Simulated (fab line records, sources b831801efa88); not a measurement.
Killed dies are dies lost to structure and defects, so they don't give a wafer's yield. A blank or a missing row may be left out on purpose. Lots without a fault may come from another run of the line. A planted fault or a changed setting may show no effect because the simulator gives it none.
Split-lot experiment | flow sky130 | 5 lots, 23 wafers read, on a route of 708 steps

THE SPLIT
At SKY_VIA4_HDPCVD_00 (deposits SiO2, target thk 1750 nm, time 291.7 s), the setting time_s was moved away from the recipe's 291.7 s on 9 of the 23 wafers read, by -13.8% to -4.2%. The other wafers ran this setting at the recipe's value.

The file shows no step between the split and the reading.

THE READING
VIA4_HDPCVD_THK, in nm, at SKY_VIA4_THK_MEAS_01. Fault-free wafers of this fab line usually give 1750 nm, standard deviation 20 nm.

wafer  | tool, chamber at the split | time_s as run, s | against the recipe | VIA4_HDPCVD_THK, nm | against lot-mates on the recipe
L074.1 | hdpcvd-01, 1               | 251.4            | -13.8%             | 1463                | -266
L074.3 | hdpcvd-01, 0               | 291.7            | recipe             | 1736                | -
L074.4 | hdpcvd-01, 2               | 251.4            | -13.8%             | 1470                | -259
L074.5 | hdpcvd-01, 1               | 291.7            | recipe             | 1716                | -
L074.6 | hdpcvd-01, 0               | 291.7            | recipe             | 1736                | -
L080.1 | hdpcvd-01, 1               | 291.7            | recipe             | 1736                | -
L080.2 | hdpcvd-01, 0,2             | 271.4            | -7.0%              | 1646                | -93
L080.3 | hdpcvd-01, 0,2             | 271.4            | -7.0%              | 1628                | -111
L080.4 | hdpcvd-01, 1               | 271.4            | -7.0%              | 1602                | -137
L080.5 | hdpcvd-01, 2               | 291.7            | recipe             | 1742                | -
L081.1 | hdpcvd-01, 0               | 291.7            | recipe             | 1770                | -
L081.3 | hdpcvd-01, 1               | 291.7            | recipe             | 1736                | -
L081.6 | hdpcvd-01, 0               | 291.7            | recipe             | 1759                | -
L083.1 | hdpcvd-01, 1               | 291.7            | recipe             | 1736                | -
L083.2 | hdpcvd-01, 0,2             | 274.8            | -5.8%              | 1656                | -99
L083.3 | hdpcvd-01, 0,2             | 274.8            | -5.8%              | 1645                | -110
L083.4 | hdpcvd-01, 1               | 291.7            | recipe             | 1762                | -
L083.6 | hdpcvd-01, 0               | 291.7            | recipe             | 1767                | -
L085.1 | hdpcvd-01, 2               | 279.5            | -4.2%              | 1665                | -70
L085.2 | hdpcvd-01, 1               | 291.7            | recipe             | 1728                | -
L085.3 | hdpcvd-01, 0               | 291.7            | recipe             | 1752                | -
L085.4 | hdpcvd-01, 2               | 279.5            | -4.2%              | 1648                | -87
L085.5 | hdpcvd-01, 1               | 291.7            | recipe             | 1726                | -
Where a row lists several chambers, the file gives one row for several wafers and doesn't say which wafer went through which chamber.

THE FIT
A straight line over all 23 wafers: VIA4_HDPCVD_THK changes by +19.1 nm for each +1% of time_s; r = +0.98; the points scatter about the line by 17 nm.
The same after taking each lot's own level away (the mean of its wafers on the recipe; 23 wafers): +18.4 nm for each +1%; r = +0.99; scatter 13 nm.
On that fit, the largest move of time_s shifts the reading by 2.5e+02 nm.
The lots' own levels span 1729.3 to 1755.0 nm, that is 1.3 times the standard deviation above.
So the lot-to-lot level changes the slope little: the two slopes agree.
Check: with one of the wafers moved furthest among these (-13.8%) left out of the fit, the line predicts -247 nm for it against its lot-mates. It came out at -266 nm against them.

OTHER SPLITS ON THESE WAFERS
These wafers also went through other splits before the reading. Each is held against what the fit with the lots' levels taken away leaves over:
other split on the same wafers     | wafers away from the commonest value | r with VIA4_HDPCVD_THK (lot level and that fit taken away)
SKY_METAL3_EXPOSE_10 dose_mj       | 10                                   | +0.16
SKY_METAL3_ETCH_16 icp_w           | 7                                    | +0.45
SKY_VIA3_CMP_02 leave_above_ref_nm | 8                                    | +0.00
SKY_VIA3_ETCH_15 time_s            | 10                                   | +0.10
SKY_METAL4_SPUTTER_00 time_s       | 8                                    | -0.02
SKY_METAL4_SPUTTER_03 time_s       | 7                                    | +0.11
SKY_METAL4_COAT_07 resist_thk_nm   | 9                                    | -0.06
SKY_METAL4_SOFTBAKE_09 time_s      | 5                                    | -0.09

THE WHOLE CHAIN: every reading that the file lists as answering this split, in the file's order
step                 | what it does                                    | reading                                                                        | change (the file's fit)              | r (the file's)
SKY_VIA4_HDPCVD_00   | deposits SiO2, target thk 1750 nm, time 291.7 s | SiO2_of_VIA4_HDPCVD_00.thk_nm (the simulator's own value, which no gauge read) | +19.1 nm for each +1% of the setting | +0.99
SKY_VIA4_THK_MEAS_01 |                                                 | VIA4_HDPCVD_THK                                                                | +18.4 for each +1% of the setting    | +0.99

THE FILE'S OWN FIT
VIA4_HDPCVD_THK changes by +18.4 nm for each +1% of time_s, r = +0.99.
